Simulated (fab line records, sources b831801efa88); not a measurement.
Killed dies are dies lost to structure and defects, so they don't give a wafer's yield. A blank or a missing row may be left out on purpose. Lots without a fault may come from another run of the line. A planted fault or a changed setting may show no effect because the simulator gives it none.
Which tool did it? | flow gf180mcu | 13 lots, 39 wafers sampled, at 3 steps of a route of 602

WHAT THE GAUGES READ, wafer by wafer
GF_V1_THK_MEAS_25: measures by xrf.
lot  | measured     | on            | V1_W_THK (nm)
L924 | day 18 03:44 | film_metro-04 | 337 343 339
L925 | day 18 18:20 | film_metro-03 | 346 343 336
L926 | day 18 21:43 | film_metro-01 | 350 348 350
L927 | day 19 11:44 | film_metro-03 | 343 338 340
L930 | day 20 18:30 | film_metro-03 | 342 341 351
L933 | day 21 11:12 | film_metro-04 | 344 341 343
L935 | day 22 20:38 | film_metro-03 | 349 348 349
L936 | day 22 21:59 | film_metro-04 | 340 344 342
L937 | day 23 07:53 | film_metro-03 | 346 343 342
L940 | day 24 09:52 | film_metro-04 | 346 344 337
L943 | day 25 01:44 | film_metro-04 | 339 341 345
L946 | day 26 02:29 | film_metro-03 | 351 348 349
L947 | day 26 10:59 | film_metro-04 | 335 334 345

GF_V2_THK_MEAS_01.
lot  | measured     | on            | V2_CVD_00_THK (nm)
L924 | day 19 05:48 | film_metro-02 | 622 608 621
L925 | day 19 20:26 | film_metro-02 | 607 600 595
L926 | day 19 23:47 | film_metro-01 | 587 601 588
L927 | day 20 13:35 | film_metro-04 | 600 599 593
L930 | day 21 20:18 | film_metro-02 | 607 610 605
L933 | day 22 12:28 | film_metro-02 | 583 592 593
L935 | day 23 20:33 | film_metro-02 | 600 592 613
L936 | day 23 22:01 | film_metro-02 | 600 606 603
L937 | day 24 08:01 | film_metro-04 | 606 585 593
L940 | day 25 08:51 | film_metro-02 | 605 607 605
L943 | day 26 00:12 | film_metro-04 | 605 601 594
L946 | day 27 00:22 | film_metro-01 | 606 594 610
L947 | day 27 08:49 | film_metro-02 | 607 596 605

WHICH TOOL RAN EACH LOT (tool, then ch and the chambers of the sampled wafers, then the start)
lot  | GF_M2_SPUTTER_04
L924 | pvd_sputter-01, day 18 04:16
L925 | pvd_sputter-03, day 18 18:53
L926 | pvd_sputter-01, day 18 22:15
L927 | pvd_sputter-03, day 19 12:16
L930 | pvd_sputter-02, day 20 19:10
L933 | pvd_sputter-02, day 21 11:44
L935 | pvd_sputter-02, day 22 21:10
L936 | pvd_sputter-02, day 22 22:31
L937 | pvd_sputter-01, day 23 08:25
L940 | pvd_sputter-01, day 24 10:34
L943 | pvd_sputter-02, day 25 02:16
L946 | pvd_sputter-01, day 26 03:02
L947 | pvd_sputter-01, day 26 11:31
- GF_M2_SPUTTER_04: material TiN, target thk 50 nm, time 41.7 s.

WHAT THE TOOLS THEMSELVES READ (means of the sampled wafers that have a number; where no wafer has one, the mark that the record gives instead)
GF_M2_SPUTTER_04.
lot  | tool           | throttle_valve_pct (%)
L924 | pvd_sputter-01 | 29.3
L925 | pvd_sputter-03 | 29.7
L926 | pvd_sputter-01 | 29.9
L927 | pvd_sputter-03 | 29.7
L930 | pvd_sputter-02 | 30.0
L933 | pvd_sputter-02 | 30.0
L935 | pvd_sputter-02 | 30.4
L936 | pvd_sputter-02 | 30.8
L937 | pvd_sputter-01 | 29.6
L940 | pvd_sputter-01 | 30.5
L943 | pvd_sputter-02 | 30.2
L946 | pvd_sputter-01 | 29.9
L947 | pvd_sputter-01 | 29.6

THE ANSWER, worked out from the rows above alone
Rule: what is usual is taken from the lots themselves. Put in order of their means at a reading, lots are off if they are a third of the lots or fewer, leave a main group of 4 or more, and stand apart from it by a gap of 3 or more times the standard deviation of the main group's means; of several such gaps the widest counts. A main group whose means are all the same, to the digits that the tables above print for the reading, isn't used. A lot without any number at a reading at which 4 lots or more have one is off too. The other lots that the step has rows for count as sound. The gauges are gone through in route order, then the tools' own readings, and for those a lot's mean is taken as printed above. The first step at which some lot is off is used, and at that step the reading that is off furthest; a lot without a number counts as furthest.
No lot is off at any reading shown: from this, nothing can be told.

WHAT THE SIMULATOR HAD PUT IN
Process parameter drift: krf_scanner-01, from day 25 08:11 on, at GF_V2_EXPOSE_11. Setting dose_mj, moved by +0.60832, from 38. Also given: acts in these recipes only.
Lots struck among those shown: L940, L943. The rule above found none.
